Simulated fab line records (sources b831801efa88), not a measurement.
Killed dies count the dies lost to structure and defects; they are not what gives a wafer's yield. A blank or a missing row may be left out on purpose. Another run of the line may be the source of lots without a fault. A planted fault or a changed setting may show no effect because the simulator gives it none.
The tool behind it: which one? ; flow sky130 ; Sampling: 6 lots, 18 wafers, 2 of 708 route steps

## WHAT THE GAUGES READ, wafer by wafer
SKY_SD_N_OVL_MEAS_08.
lot;measured;on;SD_N_OVL (nm)
L618;day 29 12:34;overlay-01;1.5 1.3 1.4
L620;day 30 10:00;overlay-02;-1.2 -0.8 -0.9
L623;day 31 06:00;overlay-01;-101.6 -101.6 -102.5
L625;day 31 23:55;overlay-02;-103.0 -100.5 -104.4
L634;day 34 10:11;overlay-01;4.1 3.5 2.0
L638;day 35 08:23;overlay-02;0.4 1.9 -0.2

## WHICH TOOL RAN EACH LOT (tool, then ch and the chambers of the sampled wafers, then the start)
lot;SKY_SD_N_EXPOSE_04
L618;iline_stepper-02 ch 0, day 28 23:47
L620;iline_stepper-01 ch 0, day 29 19:10
L623;iline_stepper-02 ch 0, day 30 16:54
L625;iline_stepper-02 ch 0, day 31 11:20
L634;iline_stepper-01 ch 0, day 33 21:21
L638;iline_stepper-01 ch 0, day 34 18:50
- SKY_SD_N_EXPOSE_04: exposes mask NSDM, target cd 380 nm.

## THE ANSWER, worked out from the rows above alone
Rule: usual is defined by the lots themselves. The widest of any qualifying gaps counts: lots, ordered by their means at a reading, are off when they make up no more than a third of the lots, leave a main group of 4 or more, and stand apart from it by 3 or more times the standard deviation of that group's means. Not used: any main group whose means are identical at the precision the tables above print for the reading. Also off: a lot with no number at a reading for which 4 or more lots have one. Where the step has rows for the other lots, those lots are counted as sound.
Off: L623, L625, at SKY_SD_N_OVL_MEAS_08 (SD_N_OVL). For the main group the mean is 1.1 nm and the standard deviation 1.5.
A tool fits if, at a process step before that reading, it ran every lot that is off, and no sound lot after the first of them. Those tools and the gauges at SKY_SD_N_OVL_MEAS_08 are tried in the same way. One candidate fits, namely iline_stepper-02 at SKY_SD_N_EXPOSE_04. Its last sound lot is L618 (day 28 23:47), its first lot that is off L623 (day 30 16:54): a fault that began between those two fits.

## WHAT WAS PUT IN BY THE SIMULATOR
Scanner matching overlay: iline_stepper-02, from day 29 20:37 on, at SKY_SD_N_EXPOSE_04. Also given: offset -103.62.
Lots struck among those shown: L623, L625. The rule given above showed the same thing.
